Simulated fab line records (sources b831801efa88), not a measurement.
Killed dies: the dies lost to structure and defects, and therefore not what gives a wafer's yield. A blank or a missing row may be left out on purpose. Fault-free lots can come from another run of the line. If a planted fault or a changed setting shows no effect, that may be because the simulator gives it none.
What tool caused it? ; flow gf180mcu ; 6 lots with 18 wafers sampled at 2 steps, on a route of 602 steps

WHAT THE GAUGES READ, wafer by wafer
GF_M4_RS_MEAS_05: measurement is done with a four-point probe.
lot;measured;on;M4_ALCU_RS (ohm/sq)
L941;day 22 23:16;film-metro-04;0.0699 0.0696 0.0701
L944;day 24 03:28;film-metro-03;0.0697 0.0700 0.0698
L946;day 24 22:34;film-metro-01;0.0694 0.0696 0.0692
L948;day 25 15:16;film-metro-03;0.0707 0.0701 0.0704
L953;day 27 06:41;film-metro-04;0.0699 0.0692 0.0693
L960;day 29 03:31;film-metro-04;0.0691 0.0687 0.0687

TOOL THAT RAN EACH LOT (tool first, then ch and the chambers of the sampled wafers, then the start)
lot;GF_M4_SPUTTER_00
L941;pvd-sputter-04, day 22 23:03
L944;pvd-sputter-04, day 24 03:15
L946;pvd-sputter-01, day 24 22:21
L948;pvd-sputter-03, day 25 15:00
L953;pvd-sputter-04, day 27 06:28
L960;pvd-sputter-03, day 29 03:17
- GF_M4_SPUTTER_00: material Ti, target thk 37.5 nm, time 150 s.

THE ANSWER, worked out from the rows above alone
Rule: the usual values come from the lots themselves. Put in order of their means at a reading, lots are off if they are a third of the lots or fewer, leave a main group of 4 or more, and stand apart from it by a gap of 3 or more times the standard deviation of the main group's means; of several such gaps the widest counts. A main group whose means are all the same, to the digits that the tables above print for the reading, isn't used. Also off: a lot with no number at a reading for which 4 or more lots have one. The other lots that the step has rows for count as sound.
None of the lots is off at any reading shown; this tells nothing.

WHAT THE SIMULATOR HAD INSERTED
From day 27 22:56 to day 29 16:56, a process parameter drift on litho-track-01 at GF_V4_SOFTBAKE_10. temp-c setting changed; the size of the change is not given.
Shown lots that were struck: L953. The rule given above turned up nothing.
